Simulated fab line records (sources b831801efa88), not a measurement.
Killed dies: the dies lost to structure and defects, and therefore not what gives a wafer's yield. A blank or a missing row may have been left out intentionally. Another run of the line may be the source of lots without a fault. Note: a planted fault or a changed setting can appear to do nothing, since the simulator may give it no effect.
One fault seen from 2 desks    flow gf180mcu    numbers are kept per desk, each desk with only its own; the story behind them comes last

THE METROLOGY DESK
Lot by lot, what the gauges showed, no matter which tool ran the lot: averages of those sampled wafers that carry a number. A lot is out of limits, marked OUT, if its mean lies more than 4 standard deviations from the usual mean; the brackets give that distance.
Columns: A = cdNm at GF_CONTACT_CD_MEAS_14, usual 220.2 nm; B = CONTACT_OVL at GF_CONTACT_OVL_MEAS_15, usual 4 nm
lot   first seen here  A      B
L903  day 16 03:10     219.1  3
L904  day 16 15:14     222.7  7
L905  day 17 05:05     221.1  -3
L906  day 17 07:44     219.9  4
L908  day 17 22:37     218.9  -3
L912  day 19 12:47     220.5  -1
L913  day 20 01:05     221.5  -0
L920  day 22 07:18     220.2  4
L921  day 22 13:52     219.2  7
L922  day 22 23:16     220.5  14
L923  day 23 09:23     223.6  5
L924  day 23 17:34     220.5  9
L925  day 24 01:37     220.1  -1
L926  day 24 02:38     220.4  5
This desk's verdict: no lot among the 14 shows anything out of limits.

DESK OF THE TOOL OWNER: lithoTrack-01
Per lot that ran on this tool, the mean of the sampled wafers carrying a number, from the tool's own readings at GF_CONTACT_SOFTBAKE_10 (time 60 s). A lot is out of limits, marked OUT, if its mean lies more than 4 standard deviations from the usual mean; the brackets give that distance.
Columns: A = heaterPowerTotalW at GF_CONTACT_SOFTBAKE_10, usual 93.04 W; B = runLengthS at GF_CONTACT_SOFTBAKE_10, usual 89.28 s
lot   first seen here  A                 B
L904  day 16 04:00     92.98             89.25
L912  day 19 00:00     93.72 (+10) OUT   87.93 (-10) OUT
L913  day 19 13:00     93.67 (+9.3) OUT  87.97 (-10) OUT
L920  day 21 19:00     93.06             89.31
L921  day 22 02:00     93.09             89.51
L923  day 22 22:00     93.05             89.22
Finding of this desk: L912, L913 out of limits; the first was L912 at day 19 00:00, on heaterPowerTotalW at GF_CONTACT_SOFTBAKE_10. L904, L920, L921, L923 stayed within limits.

BROUGHT TOGETHER
An alarm could have come from the tool owner's desk at day 19 00:00, on L912, L913.
Metrology desk: nothing out of limits seen.
The metrology desk holds a record of L912, L913, inside its limits.
On lithoTrack-01, each named lot ran GF_CONTACT_SOFTBAKE_10.

WHAT WAS PUT IN BY THE SIMULATOR
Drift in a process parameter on lithoTrack-01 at GF_CONTACT_SOFTBAKE_10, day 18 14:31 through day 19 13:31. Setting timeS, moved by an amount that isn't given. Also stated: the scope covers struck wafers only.
Lots struck among those shown: L912, L913.
Each desk's first reading out of limits, in hours after the fault started: the tool owner's desk, 9.
